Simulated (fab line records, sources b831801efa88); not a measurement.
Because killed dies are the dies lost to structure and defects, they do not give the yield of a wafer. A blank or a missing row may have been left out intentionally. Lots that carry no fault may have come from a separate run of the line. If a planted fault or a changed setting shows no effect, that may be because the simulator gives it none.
A struck lot beside a sound one | flow sky130 | 15 steps out of a route of 708
Sound: the wafers L513.1, L513.2, L513.4. The struck wafers were L522.1, L522.3, L522.6. The cause comes at the end.
At each step with rows: each side's tool, then ch and its chambers, then its first start. Under that, the readings that differ: sound wafers | struck wafers | difference of the means | sigmas: that difference in standard deviations of wafers without a fault.
alike: readings whose means differ by less than 2 such deviations, and words and numbers that are the same on both sides. not compared: withheld readings, readings that some wafer has no value for, bounds like >300 that may hide the same value, and numbers for which the record gives no deviation and whose values overlap.
The two part at a step that has a row with sigmas, a row that says differs or no value, or rows on one side only. Numbers that don't overlap but have no deviation are shown without sigmas and don't part them. A reading that every wafer of one side lacks parts them only if that side has two wafers or more.

first, 1 step without rows for these wafers: SKY_VIA2_ETCH_14 (etches BARC in N2/H2, stops on SiO2, time 45.9 s, target depth 60 nm).
SKY_VIA2_ETCH_15: etches SiO2 in C4F8/O2/Ar, stops on TiN, target depth 546 nm, time 84 s.
  sound on rie_diel-01 ch 0,2,3, day 36 11:27; struck on rie_diel-04 ch 2,3, day 39 16:24
  reading                        | sound             | struck            | difference | sigmas
  chamber_pressure_mTorr (mTorr) | 39.98 40.04 40.04 | 39.96 39.94 39.95 | -0.07      | -2
  alike: bias_w, oes_product_au
  not compared: rf_hours_counter_h
then, 4 steps without rows for these wafers: SKY_VIA2_STRIP_16 (strips in O2/N2); SKY_VIA2_STRIP_17 (strips in post etch residue remover, time 1200 s); SKY_VIA2_CLEAN_18 (cleans in IPA, time 180 s); SKY_VIA2_CLEAN_19 (cleans in O3/DIW).
SKY_VIA2_SPUTTER_20: material TiN, target thk 20 nm, time 80 s.
  sound on pvd_sputter-02, day 36 12:08; struck on pvd_sputter-01, day 39 17:04
  alike: throttle_valve_pct
SKY_VIA2_CVD_21: deposits W, target thk 420 nm, time 126.4 s.
  sound on cvd_w-02 ch 0,1, day 36 12:11; struck on cvd_w-02 ch 0, day 39 17:08
  alike: chamber_pressure_Torr, heater_power_w
SKY_VIA2_RS_MEAS_22: measures by four-point-probe.
  sound on film_metro-02, day 36 12:19; struck on film_metro-03, day 39 17:16
  alike: VIA2_W_RS
SKY_VIA2_THK_MEAS_23: measures by xrf.
  sound on film_metro-02, day 36 12:26; struck on film_metro-03, day 39 17:23
  alike: VIA2_W_THK
SKY_VIA2_CMP_24: polishes, stops on SiO2, t overpolish 20 s, target thk 0 nm.
  sound on cmp-01 ch 0,2,3, day 36 12:30; struck on cmp-02 ch 0,1,2, day 39 17:29
  alike: head_pressure_psi, motor_current_A, overpolish_run_s, time_to_endpoint_s
SKY_METAL3_SPUTTER_00: material Ti, target thk 15 nm, time 10 s.
  sound on pvd_sputter-01, day 36 12:48; struck on pvd_sputter-03, day 39 17:44
  alike: throttle_valve_pct
SKY_METAL3_SPUTTER_01: material TiN, target thk 20 nm, time 16.7 s.
  sound on pvd_sputter-01, day 36 12:49; struck on pvd_sputter-03, day 39 17:46
  reading                                    | sound             | struck            | difference | sigmas
  model.TiN_of_METAL3_SPUTTER_01.thk_nm (nm) | 19.65 19.78 19.68 | 19.33 19.23 19.22 | -0.44      |
  alike: throttle_valve_pct
then, 2 steps without rows for these wafers: SKY_METAL3_SPUTTER_02 (material AlCu, target thk 735 nm, time 39.1 s); SKY_PAD_OPEN_PROBE_99.

== WHERE THEY PART ==
Within this record, at SKY_VIA2_ETCH_15 only. Later steps at which nothing parts them and some readings are alike: SKY_VIA2_SPUTTER_20, SKY_VIA2_CVD_21, SKY_VIA2_RS_MEAS_22, SKY_VIA2_THK_MEAS_23, SKY_VIA2_CMP_24, SKY_METAL3_SPUTTER_00, SKY_METAL3_SPUTTER_01.

WHY: what the simulator had put in
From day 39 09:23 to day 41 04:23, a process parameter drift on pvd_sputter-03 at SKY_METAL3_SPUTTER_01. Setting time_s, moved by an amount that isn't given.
